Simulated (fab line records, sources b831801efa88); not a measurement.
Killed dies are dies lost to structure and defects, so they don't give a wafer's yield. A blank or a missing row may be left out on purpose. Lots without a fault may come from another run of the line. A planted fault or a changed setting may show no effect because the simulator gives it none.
A struck lot beside a sound one | flow sky130 | 33 steps out of a route of 708
Sound: wafers L976.4, L976.5, L976.6. Struck: wafers L981.2, L981.5. (L981.4 of the same lot was not struck and is left out.) The cause comes at the end.
At each step with rows: each side's tool, then ch and its chambers, then its first start. Under that, the readings that differ: sound wafers | struck wafers | difference of the means | sigmas: that difference in standard deviations of wafers without a fault.
alike: readings whose means differ by less than 2 such deviations, and words and numbers that are the same on both sides. not compared: withheld readings, readings that some wafer has no value for, bounds like >300 that may hide the same value, and numbers for which the record gives no deviation and whose values overlap.
The two part at a step that has a row with sigmas, a row that says differs or no value, or rows on one side only. Numbers that don't overlap but have no deviation are shown without sigmas and don't part them. A reading that every wafer of one side lacks parts them only if that side has two wafers or more.

first, 8 steps without rows for these wafers: SKY_VIA1_ETCH_14 (etches BARC in N2/H2, stops on SiO2, time 45.9 s, target depth 60 nm); SKY_VIA1_ETCH_15 (etches SiO2 in C4F8/O2/Ar, stops on TiN, target depth 351 nm, time 54 s); SKY_VIA1_STRIP_16 (strips in O2/N2); SKY_VIA1_STRIP_17 (strips in post etch residue remover, time 1200 s); SKY_VIA1_CLEAN_18 (cleans in IPA, time 180 s); SKY_VIA1_CLEAN_19 (cleans in O3/DIW); SKY_VIA1_SPUTTER_20 (material TiN, target thk 20 nm, time 80 s); SKY_VIA1_CVD_21 (deposits W, target thk 270 nm, time 80.902 s).
SKY_VIA1_CMP_24: polishes, stops on SiO2, t overpolish 15 s, target thk 0 nm.
  sound on cmp-02 ch 0,1,3, day 35 02:05; struck on cmp-01 ch 0, day 36 12:07
  alike: motor_current_A, overpolish_run_s, time_to_endpoint_s
then, 23 steps without rows for these wafers: SKY_METAL2_SPUTTER_00 (material Ti, target thk 15 nm, time 10 s); SKY_METAL2_SPUTTER_01 (material TiN, target thk 20 nm, time 16.7 s); SKY_METAL2_SPUTTER_02 (material AlCu, target thk 250 nm, time 12.93 s); SKY_METAL2_SPUTTER_03 (material Ti, target thk 5 nm, time 3.3 s); SKY_METAL2_SPUTTER_04 (material TiN, target thk 70 nm, time 58.3 s); SKY_METAL2_DEHYDRATE_07 (time 60 s); SKY_METAL2_HMDS_08 (prime time 60 s); SKY_METAL2_COAT_09 (resist thk 60 nm); SKY_METAL2_COAT_10 (resist thk 450 nm); SKY_METAL2_SOFTBAKE_11 (time 90 s); SKY_METAL2_EXPOSE_12 (exposes mask MM2, target cd 140 nm); SKY_METAL2_PEB_13; SKY_METAL2_DEVELOP_14 (develop time 60 s); SKY_METAL2_DESCUM_17 (chemistry O2, time 8 s); SKY_METAL2_ETCH_18 (etches BARC in N2/H2, stops on SiO2, time 45.9 s, target depth 60 nm); SKY_METAL2_METAL_ETCH_19 (etches the open film in Cl2/BCl3, stops on SiO2, target depth 360 nm, time 78 s); SKY_METAL2_STRIP_20 (strips in O2/N2); SKY_METAL2_STRIP_21 (strips in post etch residue remover, time 1200 s); SKY_METAL2_CLEAN_22 (cleans in IPA, time 180 s); SKY_METAL2_CLEAN_23 (cleans in O3/DIW); SKY_VIA2_HDPCVD_00 (deposits SiO2, target thk 1180 nm, time 192.2 s); SKY_VIA2_CMP_02 (polishes SiO2); SKY_VIA2_DEHYDRATE_04 (time 60 s).
-- the record jumps here: 11 days lie between the struck wafers' starts before and after (it left off in module VIA2 and takes up again in module PAD_OPEN, whose first step shown is number 708 of the route) --
SKY_PAD_OPEN_PROBE_99:
  sound on prober-02, day 46 08:47; struck on prober-01, day 47 16:20
  reading                               | sound             | struck      | difference | sigmas
  defect_limited_yield (%)              | 82.3 85.2 83.7    | 27.6 26.0   | -56.9      | -32
  killed_at_M0_to_M3                    | 42 48 52          | 331 335     | +286       | +48
  killed_at_M4_up                       | 8 1 3             | 0 0         | -4         | -2
  killed_dies                           | 87 73 80          | 356 364     | +280       | +31
  killed_on_rim                         | 17 16 17          | 67 69       | +51        | +14
  killed_open                           | 54 43 43          | 24 35       | -17        | -2
  sort_bin_3_pad_short (%)              | 0 1.2 0.6         | 7.1 7.1     | +6.5       | +14
  sort_bin_5_function (%)               | 11.0 9.3 9.8      | 50.2 50.2   | +40.2      | +29
  sort_bin_6_memory (%)                 | 6.7 4.3 5.9       | 15.0 16.7   | +10.2      | +9
  sort_n_pass                           | 405 419 412       | 136 128     | -280       | -31
  sort_yield_pct (%)                    | 82.3 85.2 83.7    | 27.6 26.0   | -56.9      | -32
  model.etest.tester.sort_n_pass        | 405 419 412       | 136 128     | -280       |
  model.etest.tester.sort_yield_pct (%) | 82.32 85.16 83.74 | 27.64 26.02 | -56.91     |
  model.etest.tester.sort_bin_5_pct (%) | 10.98 9.35 9.756  | 50.2 50.2   | +40.2      |
  model.etest.tester.sort_bin_6_pct (%) | 6.707 4.268 5.894 | 15.04 16.67 | +10.23     |
  model.etest.tester.sort_bin_3_pct (%) | 0 1.22 0.6098     | 7.114 7.114 | +6.504     |
  alike: killed_at_contacts, killed_at_front_end, killed_at_other, killed_short

WHERE THEY PART
Only at SKY_PAD_OPEN_PROBE_99, within this record.

WHY: what the simulator had put in
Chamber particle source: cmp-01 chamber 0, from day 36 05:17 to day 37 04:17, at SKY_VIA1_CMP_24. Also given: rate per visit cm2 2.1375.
